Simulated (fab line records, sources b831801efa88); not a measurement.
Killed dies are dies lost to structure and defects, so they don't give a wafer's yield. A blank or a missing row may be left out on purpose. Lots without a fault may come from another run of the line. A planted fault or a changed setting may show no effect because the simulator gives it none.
Which tool did it? | flow sky130 | 12 lots, 36 wafers sampled, at 3 steps of a route of 708

WHAT THE GAUGES READ, wafer by wafer
SKY_VIA3_THK_MEAS_01.
lot  | measured     | on            | VIA3_HDPCVD_THK (nm)
L075 | day 38 17:04 | film_metro-02 | 1629 1623 1645
L077 | day 39 17:46 | film_metro-01 | 1647 1612 1625
L079 | day 40 00:20 | film_metro-02 | 1640 1648 1640
L082 | day 41 17:31 | film_metro-01 | 1623 1630 1622
L081 | day 41 20:00 | film_metro-01 | 1633 1629 1617
L085 | day 42 03:11 | film_metro-02 | 1647 1639 1634
L087 | day 43 01:22 | film_metro-02 | 1614 1636 1634
L089 | day 43 09:20 | film_metro-01 | 1609 1619 1610
L092 | day 43 17:14 | film_metro-02 | 1622 1626 1634
L093 | day 44 05:46 | film_metro-02 | 1613 1615 1628
L095 | day 44 12:34 | film_metro-02 | 1645 1625 1642
L097 | day 45 00:25 | film_metro-01 | 1625 1655 1629

WHICH TOOL RAN EACH LOT (tool, then ch and the chambers of the sampled wafers, then the start)
lot  | SKY_METAL3_SOFTBAKE_09                       | SKY_METAL3_DESCUM_15
L075 | litho_track-02 ch 0, day 38 15:58 or earlier | rie_metal-04 ch 0,1, day 38 15:58
L077 | litho_track-02 ch 0, day 39 16:41 or earlier | rie_metal-01 ch 0,1, day 39 16:41
L079 | litho_track-02 ch 0, day 39 23:13 or earlier | rie_metal-04 ch 0,1, day 39 23:13
L082 | litho_track-04 ch 0, day 41 16:25 or earlier | rie_metal-03 ch 0,1, day 41 16:25
L081 | litho_track-03 ch 0, day 41 18:55 or earlier | rie_metal-01 ch 0,1, day 41 18:55
L085 | litho_track-03 ch 0, day 42 02:06 or earlier | rie_metal-01 ch 0,1, day 42 02:06
L087 | litho_track-04 ch 0, day 43 00:17 or earlier | rie_metal-01 ch 0,1, day 43 00:17
L089 | litho_track-03 ch 0, day 43 08:15 or earlier | rie_metal-01 ch 0,1, day 43 08:15
L092 | litho_track-02 ch 0, day 43 16:06 or earlier | rie_metal-01 ch 0,1, day 43 16:06
L093 | litho_track-04 ch 0, day 44 04:41 or earlier | rie_metal-03 ch 0,1, day 44 04:41
L095 | litho_track-04 ch 0, day 44 11:25 or earlier | rie_metal-04 ch 0,1, day 44 11:25
L097 | litho_track-03 ch 0, day 44 22:51 or earlier | rie_metal-01 ch 0, day 44 22:51
- SKY_METAL3_SOFTBAKE_09: time 93.02 s.
- SKY_METAL3_DESCUM_15: chemistry O2, time 8 s.

THE ANSWER, worked out from the rows above alone
Rule: what is usual is taken from the lots themselves. Put in order of their means at a reading, lots are off if they are a third of the lots or fewer, leave a main group of 4 or more, and stand apart from it by a gap of 3 or more times the standard deviation of the main group's means; of several such gaps the widest counts. A main group whose means are all the same, to the digits that the tables above print for the reading, isn't used. A lot without any number at a reading at which 4 lots or more have one is off too. The other lots that the step has rows for count as sound.
No lot is off at any reading shown: from this, nothing can be told.

WHAT THE SIMULATOR HAD PUT IN
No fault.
